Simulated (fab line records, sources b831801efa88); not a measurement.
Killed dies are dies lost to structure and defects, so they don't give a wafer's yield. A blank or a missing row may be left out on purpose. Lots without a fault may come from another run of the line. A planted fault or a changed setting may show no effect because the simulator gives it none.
A struck lot beside a sound one | flow gf180mcu | 16 steps out of a route of 602
Sound: wafers L965.3, L965.5, L965.6. Struck: wafers L980.4, L980.5, L980.6. The cause comes at the end.
At each step with rows: each side's tool, then ch and its chambers, then its first start. Under that, the readings that differ: sound wafers | struck wafers | difference of the means | sigmas: that difference in standard deviations of wafers without a fault.
alike: readings whose means differ by less than 2 such deviations, and words and numbers that are the same on both sides. not compared: withheld readings, readings that some wafer has no value for, bounds like >300 that may hide the same value, and numbers for which the record gives no deviation and whose values overlap.
The two part at a step that has a row with sigmas, a row that says differs or no value, or rows on one side only. Numbers that don't overlap but have no deviation are shown without sigmas and don't part them. A reading that every wafer of one side lacks parts them only if that side has two wafers or more.

first, 3 steps without rows for these wafers: GF_M5_EXPOSE_04 (exposes mask Metal5, target cd 280 nm); GF_M5_PEB_05 (peb time 90 s); GF_M5_DEVELOP_06 (develop time 60 s).
GF_M5_CD_MEAS_07: target cd 280 nm.
  sound on cd_sem-02, day 26 22:50; struck on cd_sem-01, day 31 13:42
  alike: cd_nm
GF_M5_OVL_MEAS_08:
  sound on overlay-01, day 26 22:56; struck on overlay-01, day 31 13:47
  alike: M5_OVL
GF_M5_ETCH_09: etches Si3N4 in CF4/O2, target depth 52 nm, time 11.6 s.
  sound on rie_diel-01 ch 2,3, day 26 22:57; struck on rie_diel-01 ch 1,2,3, day 31 13:48
  alike: cf4_flow_sccm, drypump_motor_current_A, oes_product_au, throttle_valve_pct
  not compared: rf_hours_counter_h
GF_M5_METAL_ETCH_10: etches the open film in Cl2/BCl3, stops on SiO2, target depth 627.5 nm, time 104.6 s.
  sound on rie_metal-03 ch 0,1, day 26 23:01; struck on rie_metal-01 ch 0,1, day 31 13:52
  reading                     | sound       | struck      | difference | sigmas
  drypump_motor_current_A (A) | 5.1 5.1 5.4 | 5.9 5.8 5.9 | +0.7       | +2
  alike: oes_product_au, throttle_valve_pct
  not compared: rf_hours_counter_h
GF_M5_STRIP_11: strips in O2/N2.
  sound on plasma_asher-03 ch 0,1, day 26 23:07; struck on plasma_asher-01 ch 0,1, day 31 13:58
  alike: drypump_motor_current_A, heater_power_w, oes_product_au, strip_time_to_endpoint_s
  not compared: rf_hours_counter_h
then, 3 steps without rows for these wafers: GF_M5_STRIP_12 (strips in post etch residue remover, time 1200 s); GF_M5_CLEAN_13 (cleans in DIW); GF_V5_CVD_00 (deposits SiO2, target thk 300 nm, time 50 s).
GF_V5_THK_MEAS_01:
  sound on film_metro-04, day 26 23:43; struck on film_metro-02, day 31 14:32
  alike: V5_CVD_00_THK
GF_V5_CVD_02: deposits SiO2 from TEOS, target thk 1450 nm, time 163.28 s.
  sound on pecvd-02 ch 0,2, day 26 23:46; struck on pecvd-03 ch 0,1,2, day 31 14:38
  reading                             | sound             | struck            | difference | sigmas
  rf_fwd_power_W (W)                  | 600.3 598.0 596.0 | 500.8 497.8 500.7 | -98.3      | -58
  model.SiO2_of_V5_CVD_02.thk_nm (nm) | 1433 1443 1474    | 1390 1398 1388    | -58        |
  alike: heater_power_w
GF_V5_THK_MEAS_03:
  sound on film_metro-02, day 26 23:53; struck on film_metro-02, day 31 14:43
  reading            | sound          | struck         | difference | sigmas
  V5_CVD_02_THK (nm) | 1434 1443 1475 | 1389 1399 1388 | -59        | -3
GF_V5_CMP_04: polishes SiO2.
  sound on cmp-02 ch 0,1, day 26 23:58; struck on cmp-02 ch 0,1,3, day 31 14:53
  alike: motor_current_A, slurry_filter_dp_kPa
then, 1 step without rows for these wafers: GF_PASSIVATION_PROBE_99.

WHERE THEY PART
First at GF_M5_METAL_ETCH_10; last, within this record, at GF_V5_THK_MEAS_03. Later steps at which nothing parts them and some readings are alike: GF_V5_CMP_04.

WHY: what the simulator had put in
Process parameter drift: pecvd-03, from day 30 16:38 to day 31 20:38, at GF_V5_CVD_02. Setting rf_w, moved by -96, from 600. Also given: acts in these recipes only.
